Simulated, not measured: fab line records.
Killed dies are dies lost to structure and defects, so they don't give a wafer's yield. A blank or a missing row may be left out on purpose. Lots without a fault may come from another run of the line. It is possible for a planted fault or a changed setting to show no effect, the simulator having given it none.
fab line records	flow sky130	part 1 of 2: steps 1 to 28 of 41
[record] lots = 5	wafers = 15	last_day = 50
route steps=708 shown CAP2M@607 METAL4@621 VIA4@639
lots untouched by any fault: they come from a run of this same line in which no faults occurred
start_h: the number of hours between the record's first day and the start of the first shown wafer of the lot	wait_h: hours since the lot's step before	" the same as in the row above	L1.1+2: a single row standing in for several wafers	- value missing, or start not given	* or withheld: withheld	< > ~ a bound
route shown NAME@n: names a module that has steps shown in the file, with the first one's number in the route	usual: the fault-free wafers' mean and standard deviation	same: alike in all rows	chamber/n: place in a boat	sites: per-site readings	_std_site: standard deviation of those values	_edge_site: the outer-site mean with the inner-site mean subtracted	radius_mm: for every site, how far away it sits from the centre of the wafer	mask NAME#n: copy n	behind: tool/chamber where the wafer was last shaped	hold: what put the lot on hold/how long, in hours/how the hold closed	device: which transistor (n, p or np) failed to switch	end of line: the tests these same wafers got at the end of their route	for a step that has no rows: nothing shown but its recipe	killed: dies lost to structure and defects at the first sort, not the wafer's yield	map: the dies of a wafer, with x for killed, . for not killed, _ for no die there
set.NAME: setting as actually run; set.NAME@STEP: the setting as run at that earlier step	model.NAME: the simulator's own value behind a step, which no gauge read
lots at selected steps of the route; one table per step, one row per wafer
services: the hour from which a tool's chamber was out of use, counted from the record's first day as start_h (under 0 if before that day), plus the number of hours and why
[[steps]]
[step SKY_CAP2M_THK_MEAS_04]
[recipe] thk_meas_gauge = xrf	reads = TiN_of_CAP2M_SPUTTER_02
[usual] CAP2M_TIN_THK = 196/3.3
lot.wafer	tool	chamber	start_h	wait_h	CAP2M_TIN_THK[nm]
L079.2	film_metro-02	-	987.02	0.1	197
L079.4	"	-	"	"	196
L079.5	"	-	"	"	190
L083.1	film_metro-02	-	1020.48	0.1	197
L083.4	"	-	"	"	198
L083.5	"	-	"	"	194
L084.1	film_metro-04	-	1021.72	0.1	198
L084.4	"	-	"	"	199
L084.6	"	-	"	"	197
L088.1	film_metro-03	-	1051.48	0.1	197
L088.2	"	-	"	"	201
L088.3	"	-	"	"	195
L093.1	film_metro-04	-	1082.61	0.1	199
L093.2	"	-	"	"	199
L093.3	"	-	"	"	199
[step SKY_CAP2M_DEHYDRATE_05]
[recipe] temp_c = 200	time_s = 60
[same] time_s = 60
lot.wafer	tool	chamber	start_h	wait_h
L079.2+4+5	litho_track-02	0	998.79	11.8
L083.1+4+5	litho_track-02	0	1031.37	10.9
L084.1+4+6	litho_track-01	0	1032.43	10.7
L088.1+2+3	litho_track-02	0	1061.67	10.2
L093.1+2+3	litho_track-03	0	1093.24	10.6
[step SKY_CAP2M_HMDS_06]
[recipe] prime_time_s = 60	prime_temp_c = 120
lot.wafer	tool	chamber	start_h	wait_h
L079.2+4+5	litho_track-02	0	998.94	0.1
L083.1+4+5	litho_track-02	0	1031.52	0.1
L084.1+4+6	litho_track-01	0	1032.58	0.1
L088.1+2+3	litho_track-02	0	1061.82	0.1
L093.1+2+3	litho_track-03	0	1093.39	0.1
[step SKY_CAP2M_COAT_07]
[recipe] resist = NOVOLAK	spin_rpm = 3000	resist_thk_nm = 1140
lot.wafer	tool	chamber	start_h	wait_h
L079.2+4+5	litho_track-02	0	999.09	0.1
L083.1+4+5	litho_track-02	0	1031.67	0.1
L084.1+4+6	litho_track-01	0	1032.73	0.1
L088.1+2+3	litho_track-02	0	1061.97	0.1
L093.1+2+3	litho_track-03	0	1093.54	0.1
[step SKY_CAP2M_SOFTBAKE_08]
[recipe] temp_c = 90	time_s = 60	resist = NOVOLAK
[same] time_s = 60
lot.wafer	tool	chamber	start_h	wait_h
L079.2+4+5	litho_track-02	0	999.24	0.1
L083.1+4+5	litho_track-02	0	1031.82	0.1
L084.1+4+6	litho_track-01	0	1032.88	0.1
L088.1+2+3	litho_track-02	0	1062.12	0.1
L093.1+2+3	litho_track-03	0	1093.69	0.1
[step SKY_CAP2M_EXPOSE_09]
[recipe] mask_id = CAP2M	na = 0.6	source_shape = conventional	sigma_outer = 0.6	polarization = unpolarized	target_cd_nm = 1000	dose_mj = 159
[usual] stage_vel_mm_s = 499.95/0.25
[same] na = 0.6
lot.wafer	tool	chamber	start_h	wait_h	mask	stage_vel_mm_s
L079.2	iline_stepper-02	0	-	-	CAP2M#0	500.29
L079.4	"	0	"	"	CAP2M#0	500.16
L079.5	"	0	"	"	CAP2M#0	500.16
L083.1	iline_stepper-02	0	-	-	CAP2M#0	500.14
L083.4	"	0	"	"	CAP2M#0	499.95
L083.5	"	0	"	"	CAP2M#0	499.80
L084.1	iline_stepper-01	0	-	-	CAP2M#0	500.01
L084.4	"	0	"	"	CAP2M#0	500.27
L084.6	"	0	"	"	CAP2M#0	499.75
L088.1	iline_stepper-02	0	-	-	CAP2M#0	500.33
L088.2	"	0	"	"	CAP2M#0	500.05
L088.3	"	0	"	"	CAP2M#0	500.18
L093.1	iline_stepper-01	0	-	-	CAP2M#0	499.73
L093.2	"	0	"	"	CAP2M#0	500.14
L093.3	"	0	"	"	CAP2M#0	499.97
[step SKY_CAP2M_PEB_10]
[recipe] temp_c = withheld	time_s = *	resist = NOVOLAK
[same] time_s = *
lot.wafer	tool	chamber	start_h	wait_h
L079.2+4+5	litho_track-02	0	-	-
L083.1+4+5	litho_track-03	0	-	-
L084.1+4+6	litho_track-02	0	-	-
L088.1+2+3	litho_track-03	0	-	-
L093.1+2+3	litho_track-03	0	-	-
[step SKY_CAP2M_DEVELOP_11]
[recipe] resist = NOVOLAK	developer = TMAH	develop_time_s = 60	dev_temp_c = 23
[usual] developer_temp_C = 22.97/0.1
lot.wafer	tool	chamber	start_h	wait_h	developer_temp_C
L079.2	litho_track-02	0	1009.99	0.1	22.85
L079.4	"	0	"	"	22.98
L079.5	"	0	"	"	22.81
L083.1	litho_track-03	0	1042.89	0.1	23.15
L083.4	"	0	"	"	23.11
L083.5	"	0	"	"	22.96
L084.1	litho_track-02	0	1045.12	0.1	22.84
L084.4	"	0	"	"	22.76
L084.6	"	0	"	"	22.87
L088.1	litho_track-03	0	1073.39	0.1	22.78
L088.2	"	0	"	"	22.94
L088.3	"	0	"	"	22.88
L093.1	litho_track-03	0	1103.94	0.1	23.20
L093.2	"	0	"	"	22.98
L093.3	"	0	"	"	23.09
[step SKY_CAP2M_OVL_MEAS_12]
[usual] CAP2M_OVL = 0.2/1.2
lot.wafer	tool	chamber	start_h	wait_h	CAP2M_OVL[nm]
L079.2	overlay-01	-	1010.12	0.1	1.3
L079.4	"	-	"	"	0.1
L079.5	"	-	"	"	-0.6
L083.1	overlay-02	-	1043.04	0.1	0.5
L083.4	"	-	"	"	0.0
L083.5	"	-	"	"	0.7
L084.1	overlay-02	-	1045.27	0.1	-2.4
L084.4	"	-	"	"	-1.2
L084.6	"	-	"	"	-1.0
L088.1	overlay-01	-	1073.54	0.1	-0.9
L088.2	"	-	"	"	-0.3
L088.3	"	-	"	"	-0.6
L093.1	overlay-01	-	1104.09	0.1	-0.8
L093.2	"	-	"	"	-0.3
L093.3	"	-	"	"	-1.8
[step SKY_CAP2M_METAL_ETCH_13]
[recipe] target_depth_nm = 220	stop_on = SiO2	chemistry = Cl2/BCl3	target = TiN	pressure_mtorr = 10	icp_w = 900	bias_w = 48.5	Cl2_flow_sccm = 60	bcl3_flow_sccm = 30	time_s = 62.9
[usual] drypump_motor_current_A = 5.9/0.39	oes_product_au = 0.943/0.0092	throttle_valve_pct = 21.900/0.0099
[same] time_s = 62.9
lot.wafer	tool	chamber	start_h	wait_h	drypump_motor_current_A	oes_product_au	rf_hours_counter_h	throttle_valve_pct
L079.2	rie_metal-04	1	1010.15	0.0	5.2	0.946	13	21.889
L079.4	"	1	"	"	5.2	0.938	-	21.899
L079.5	"	0	"	"	6.3	0.925	-	21.924
L083.1	rie_metal-04	1	1043.08	0.0	5.2	0.944	16	21.910
L083.4	"	0	"	"	6.3	0.952	-	21.903
L083.5	"	1	"	"	5.2	0.942	-	21.904
L084.1	rie_metal-01	0	1045.30	0.0	5.6	0.951	8	21.885
L084.4	"	1	"	"	5.7	0.958	-	21.891
L084.6	"	0	"	"	5.7	0.946	-	21.900
L088.1	rie_metal-04	0	1073.58	0.0	6.3	0.948	3	21.899
L088.2	"	1	"	"	5.2	0.956	18	21.894
L088.3	"	1	"	"	5.2	0.942	-	21.908
L093.1	rie_metal-04	0	1104.13	0.0	6.3	0.951	5	21.891
L093.2	"	1	"	"	5.2	0.939	20	21.898
L093.3	"	0	"	"	6.3	0.942	-	21.901
[step SKY_CAP2M_STRIP_14]
[recipe] chemistry = O2/N2	power_w = 1400	pressure_mtorr = 1500	platen_temp_c = withheld	o2_flow_sccm = 3000	n2_flow_sccm = 300	overash_fraction = 0.5
[usual] drypump_motor_current_A = 5.7/0.45	n2_flow_sccm = 299.9/0.91	oes_product_au = 0.709/0.0042	strip_time_to_endpoint_s = 12.67/0.049
lot.wafer	tool	chamber	start_h	wait_h	drypump_motor_current_A	n2_flow_sccm	oes_product_au	rf_hours_counter_h	strip_time_to_endpoint_s
L079.2	plasma_asher-04	0	1010.23	0.1	6.4	300.3	0.711	25	12.63
L079.4	"	1	"	"	6.1	299.0	0.713	-	12.68
L079.5	"	1	"	"	6.1	298.9	0.705	-	12.65
L083.1	plasma_asher-02	0	1043.16	0.1	5.4	299.2	0.709	122	12.69
L083.4	"	1	"	"	5.2	301.1	0.706	-	12.67
L083.5	"	1	"	"	5.2	301.8	0.715	-	12.68
L084.1	plasma_asher-02	0	1045.38	0.1	5.4	299.4	0.704	122	12.62
L084.4	"	0	"	"	5.4	299.6	0.713	-	12.68
L084.6	"	1	"	"	5.2	299.1	0.715	-	12.65
L088.1	plasma_asher-02	1	1073.66	0.1	5.2	300.0	0.713	1	12.60
L088.2	"	0	"	"	5.4	300.5	0.713	1	12.65
L088.3	"	0	"	"	5.5	300.6	0.710	-	12.65
L093.1	plasma_asher-02	0	1104.21	0.1	5.4	299.0	0.711	4	12.62
L093.2	"	1	"	"	5.2	299.0	0.711	4	12.65
L093.3	"	0	"	"	5.5	299.7	0.718	-	12.69
[step SKY_CAP2M_STRIP_15]
[recipe] chemistry = post_etch_residue_remover	time_s = 1200	temp_c = 72.5
[same] time_s = 1200
lot.wafer	tool	chamber	start_h	wait_h
L079.2+4+5	wet_bench-04	0	1010.33	0.1
L083.1+4+5	wet_bench-04	0	1043.26	0.1
L084.1+4+6	wet_bench-04	3	1045.48	0.1
L088.1+2+3	wet_bench-01	1	1073.76	0.1
L093.1+2+3	wet_bench-01	2	1104.31	0.1
[step SKY_CAP2M_CLEAN_16]
[recipe] chemistry = IPA	time_s = 180	temp_c = 25
[same] time_s = 180
lot.wafer	tool	chamber	start_h	wait_h
L079.2+4+5	wet_bench-01	0	1010.67	0.0
L083.1+4+5	wet_bench-02	3	1043.60	0.0
L084.1+4+6	wet_bench-02	3	1045.82	0.0
L088.1+2+3	wet_bench-02	2	1074.10	0.0
L093.1+2+3	wet_bench-04	0	1104.65	0.0
[step SKY_CAP2M_CLEAN_17]
[recipe] chemistry = O3/DIW	dry = n2_spin
lot.wafer	tool	chamber	start_h	wait_h
L079.2+4+5	wet_bench-02	1	1010.73	0.0
L083.1+4+5	wet_bench-01	0	1043.66	0.0
L084.1+4+6	wet_bench-01	2	1045.88	0.0
L088.1+2+3	wet_bench-01	0	1074.16	0.0
L093.1+2+3	wet_bench-04	1	1104.71	0.0
[step SKY_METAL4_DEHYDRATE_05]
[recipe] temp_c = 200	time_s = 60
[same] time_s = 60
lot.wafer	tool	chamber	start_h	wait_h
L079.2+4+5	litho_track-04	0	1022.27	11.4
L083.1+4+5	litho_track-02	0	1054.37	10.6
L084.1+4+6	litho_track-04	0	1056.09	10.1
L088.1+2+3	litho_track-04	0	1083.39	9.1
L093.1+2+3	litho_track-04	0	1115.05	10.2
[step SKY_METAL4_HMDS_06]
[recipe] prime_time_s = 60	prime_temp_c = 120
lot.wafer	tool	chamber	start_h	wait_h
L079.2+4+5	litho_track-04	0	1022.42	0.1
L083.1+4+5	litho_track-02	0	1054.52	0.1
L084.1+4+6	litho_track-04	0	1056.24	0.1
L088.1+2+3	litho_track-04	0	1083.54	0.1
L093.1+2+3	litho_track-04	0	1115.20	0.1
[step SKY_METAL4_COAT_07]
[recipe] resist = BARC	temp_c = withheld	time_s = withheld	spin_rpm = 3000	resist_thk_nm = 60
lot.wafer	tool	chamber	start_h	wait_h
L079.2+4+5	litho_track-04	0	1022.57	0.1
L083.1+4+5	litho_track-02	0	1054.67	0.1
L084.1+4+6	litho_track-04	0	1056.39	0.1
L088.1+2+3	litho_track-04	0	1083.69	0.1
L093.1+2+3	litho_track-04	0	1115.35	0.1
[step SKY_METAL4_COAT_08]
[recipe] resist = KrF-thick	spin_rpm = 3000	resist_thk_nm = 1140
lot.wafer	tool	chamber	start_h	wait_h
L079.2+4+5	litho_track-04	0	-	-
L083.1+4+5	litho_track-02	0	-	-
L084.1+4+6	litho_track-04	0	-	-
L088.1+2+3	litho_track-04	0	-	-
L093.1+2+3	litho_track-04	0	-	-
[step SKY_METAL4_SOFTBAKE_09]
[recipe] temp_c = 100	time_s = 90	resist = KrF-thick
[same] time_s = 90
lot.wafer	tool	chamber	start_h	wait_h
L079.2+4+5	litho_track-04	0	-	-
L083.1+4+5	litho_track-02	0	-	-
L084.1+4+6	litho_track-04	0	-	-
L088.1+2+3	litho_track-04	0	-	-
L093.1+2+3	litho_track-04	0	-	-
[step SKY_METAL4_EXPOSE_10]
[recipe] mask_id = MM4	na = 0.68	source_shape = annular	sigma_inner = 0.4	sigma_outer = 0.8	target_cd_nm = 300	dose_mj = 28
[usual] stage_vel_mm_s = 499.97/0.28
[same] na = 0.68
lot.wafer	tool	chamber	start_h	wait_h	mask	stage_vel_mm_s
L079.2	krf_scanner-02	0	-	-	MM4#0	499.66
L079.4	"	0	"	"	MM4#0	499.78
L079.5	"	0	"	"	MM4#0	499.73
L083.1	krf_scanner-02	0	-	-	MM4#0	500.22
L083.4	"	0	"	"	MM4#0	499.89
L083.5	"	0	"	"	MM4#0	499.69
L084.1	krf_scanner-01	0	-	-	MM4#0	500.25
L084.4	"	0	"	"	MM4#0	499.93
L084.6	"	0	"	"	MM4#0	499.92
L088.1	krf_scanner-01	0	-	-	MM4#0	500.06
L088.2	"	0	"	"	MM4#0	500.12
L088.3	"	0	"	"	MM4#0	500.01
L093.1	krf_scanner-02	0	-	-	MM4#0	499.82
L093.2	"	0	"	"	MM4#0	499.81
L093.3	"	0	"	"	MM4#0	500.03
[step SKY_METAL4_PEB_11]
[recipe] peb_temp_c = withheld	peb_time_s = withheld	resist = KrF-thick
lot.wafer	tool	chamber	start_h	wait_h
L079.2+4+5	litho_track-02	0	-	-
L083.1+4+5	litho_track-03	0	-	-
L084.1+4+6	litho_track-04	0	-	-
L088.1+2+3	litho_track-02	0	-	-
L093.1+2+3	litho_track-04	0	-	-
[step SKY_METAL4_DEVELOP_12]
[recipe] develop_time_s = 60	resist = KrF-thick	dev_temp_c = 21
[usual] developer_temp_C = 20.99/0.11
lot.wafer	tool	chamber	start_h	wait_h	developer_temp_C
L079.2	litho_track-02	0	-	-	20.87
L079.4	"	0	"	"	21.01
L079.5	"	0	"	"	20.89
L083.1	litho_track-03	0	-	-	21.03
L083.4	"	0	"	"	21.10
L083.5	"	0	"	"	21.03
L084.1	litho_track-04	0	-	-	21.10
L084.4	"	0	"	"	20.92
L084.6	"	0	"	"	21.04
L088.1	litho_track-02	0	-	-	21.02
L088.2	"	0	"	"	21.12
L088.3	"	0	"	"	21.06
L093.1	litho_track-04	0	-	-	21.05
L093.2	"	0	"	"	21.13
L093.3	"	0	"	"	20.82
[step SKY_METAL4_CD_MEAS_13]
[recipe] target_cd_nm = 300
[usual] cd_nm = 299.6/1.2
lot.wafer	tool	chamber	start_h	wait_h	cd_nm
L079.2	cd_sem-01	-	1033.84	-	299.3
L079.4	"	-	"	"	299.5
L079.5	"	-	"	"	298.2
L083.1	cd_sem-01	-	1066.19	-	299.4
L083.4	"	-	"	"	298.1
L083.5	"	-	"	"	299.2
L084.1	cd_sem-01	-	1068.14	-	299.6
L084.4	"	-	"	"	299.3
L084.6	"	-	"	"	298.9
L088.1	cd_sem-01	-	1095.42	-	299.2
L088.2	"	-	"	"	299.4
L088.3	"	-	"	"	298.8
L093.1	cd_sem-02	-	1125.74	-	299.4
L093.2	"	-	"	"	298.9
L093.3	"	-	"	"	298.5
[step SKY_METAL4_OVL_MEAS_14]
[usual] METAL4_OVL = 2/4.6
lot.wafer	tool	chamber	start_h	wait_h	METAL4_OVL[nm]
L079.2	overlay-02	-	1033.94	0.1	10
L079.4	"	-	"	"	12
L079.5	"	-	"	"	2
L083.1	overlay-01	-	1066.31	0.1	6
L083.4	"	-	"	"	3
L083.5	"	-	"	"	7
L084.1	overlay-02	-	1068.26	0.1	5
L084.4	"	-	"	"	-4
L084.6	"	-	"	"	-5
L088.1	overlay-01	-	1095.54	0.1	-7
L088.2	"	-	"	"	-5
L088.3	"	-	"	"	-10
L093.1	overlay-01	-	1125.86	0.1	-1
L093.2	"	-	"	"	1
L093.3	"	-	"	"	3
[step SKY_METAL4_DESCUM_15]
[recipe] chemistry = O2	source_power_w = 150	bias_power_w = 0	pressure_mtorr = 10	temp_c = 40	time_s = 8
[usual] drypump_motor_current_A = 5.7/0.39	oes_product_au = 0.990/0.012
[same] time_s = 8
lot.wafer	tool	chamber	start_h	wait_h	drypump_motor_current_A	oes_product_au	rf_hours_counter_h
L079.2	rie_metal-04	0	1033.97	0.0	6.3	1.005	0
L079.4	"	0	"	"	6.3	1.000	-
L079.5	"	1	"	"	5.2	0.992	-
L083.1	rie_metal-03	0	1066.35	0.0	6.3	0.993	24
L083.4	"	1	"	"	5.4	0.986	-
L083.5	"	0	"	"	6.2	0.972	-
L084.1	rie_metal-03	0	1068.30	0.0	6.2	0.984	24
L084.4	"	0	"	"	6.2	0.981	-
L084.6	"	0	"	"	6.2	0.984	-
L088.1	rie_metal-04	1	1095.57	0.0	5.2	0.986	20
L088.2	"	0	"	"	6.3	0.995	4
L088.3	"	1	"	"	5.2	0.981	-
L093.1	rie_metal-04	1	1125.89	0.0	5.2	0.992	22
L093.2	"	0	"	"	6.3	0.992	7
L093.3	"	0	"	"	6.3	0.991	-
[step SKY_METAL4_ETCH_16]
[recipe] chemistry = N2/H2	target = BARC	ion_energy_ev = 200	bias_w = 100	pressure_mtorr = 30	n2_flow_sccm = 100	h2_flow_sccm = 200	icp_w = 500	stop_on = SiO2	time_s = 88.2	target_depth_a = 600
[usual] drypump_motor_current_A = 5.7/0.4	n2_flow_sccm = 100.0/0.31	oes_product_au = 0.625/0.0043	throttle_valve_pct = 13.203/0.0087
[same] time_s = 88.2
lot.wafer	tool	chamber	start_h	wait_h	drypump_motor_current_A	n2_flow_sccm	oes_product_au	rf_hours_counter_h	throttle_valve_pct
L079.2	rie_metal-04	0	1034.00	0.0	6.3	99.9	0.620	0	13.213
L079.4	"	0	"	"	6.3	100.0	0.628	-	13.206
L079.5	"	1	"	"	5.2	100.1	0.628	-	13.217
L083.1	rie_metal-03	0	1066.38	0.0	6.3	100.0	0.633	24	13.205
L083.4	"	1	"	"	5.4	99.7	0.625	-	13.209
L083.5	"	0	"	"	6.4	100.0	0.621	-	13.219
L084.1	rie_metal-03	0	1068.33	0.0	6.3	100.1	0.622	24	13.200
L084.4	"	0	"	"	6.3	100.1	0.629	-	13.195
L084.6	"	0	"	"	6.3	100.4	0.629	-	13.198
L088.1	rie_metal-04	1	1095.60	0.0	5.2	100.8	0.617	20	13.209
L088.2	"	0	"	"	6.3	100.1	0.627	4	13.204
L088.3	"	1	"	"	5.2	100.9	0.623	-	13.212
L093.1	rie_metal-04	1	1125.92	0.0	5.2	100.2	0.621	22	13.207
L093.2	"	0	"	"	6.3	100.4	0.629	7	13.206
L093.3	"	0	"	"	6.3	100.4	0.627	-	13.210
[step SKY_METAL4_ETCH_17]
[recipe] target = SiO2	stop_on = TiN	chemistry = C4F8/O2/Ar	source_w = 1500	bias_w = 1200	pressure_mtorr = 40	c4f8_flow_sccm = withheld	O2_flow_sccm = 6	Ar_flow_sccm = 300	time_s = 3.9	target_depth_a = 150
[usual] oes_product_au = 0.754/0.0087
[same] time_s = 3.9
lot.wafer	tool	chamber	start_h	wait_h	oes_product_au	rf_hours_counter_h
L079.2	rie_diel-04	3	1034.10	0.1	0.755	22
L079.4	"	1	"	"	0.749	4
L079.5	"	2	"	"	0.748	-
L083.1	rie_diel-04	1	1066.48	0.1	0.758	5
L083.4	"	0	"	"	0.764	18
L083.5	"	2	"	"	0.773	-
L084.1	rie_diel-03	3	1068.43	0.1	0.742	9
L084.4	"	0	"	"	0.738	28
L084.6	"	3	"	"	0.753	-
L088.1	rie_diel-03	1	1095.70	0.1	0.736	12
L088.2	"	2	"	"	0.745	16
L088.3	"	3	"	"	0.740	10
L093.1	rie_diel-03	1	1126.02	0.1	0.743	13
L093.2	"	0	"	"	0.751	1
L093.3	"	3	"	"	0.744	11
[step SKY_METAL4_METAL_ETCH_18]
[recipe] target_depth_a = 8450	stop_on = SiO2	over_etch_frac = 0.3	time_s = 183.1	chemistry = Cl2/BCl3	resist_sidewall_deg = 88	pressure_mtorr = 10	icp_w = 900	bias_w = 48.5	Cl2_flow_sccm = 60	bcl3_flow_sccm = 30
[usual] drypump_motor_current_A = 5.7/0.37	oes_product_au = 0.867/0.0067	throttle_valve_pct = 22.263/0.0097
[same] over_etch_frac = 0.3	time_s = 183.1
lot.wafer	tool	chamber	start_h	wait_h	drypump_motor_current_A	oes_product_au	rf_hours_counter_h	throttle_valve_pct
L079.2	rie_metal-01	0	1034.12	0.0	5.7	0.871	8	22.283
L079.4	"	0	"	"	5.7	0.878	-	22.252
L079.5	"	0	"	"	5.7	0.870	-	22.254
L083.1	rie_metal-01	0	1066.50	0.0	5.7	0.855	10	22.272
L083.4	"	0	"	"	5.7	0.854	-	22.258
L083.5	"	0	"	"	5.7	0.868	-	22.246
L084.1	rie_metal-01	1	1068.45	0.0	5.7	0.860	13	22.253
L084.4	"	1	"	"	5.7	0.872	-	22.278
L084.6	"	1	"	"	5.7	0.865	-	22.250
L088.1	rie_metal-03	1	1095.72	0.0	5.4	0.860	22	22.247
L088.2	"	0	"	"	6.3	0.864	26	22.282
L088.3	"	0	"	"	6.2	0.858	-	22.260
L093.1	rie_metal-03	1	1126.04	0.0	5.4	0.866	27	22.267
L093.2	"	1	"	"	5.4	0.865	-	22.278
L093.3	"	1	"	"	5.4	0.857	-	22.271
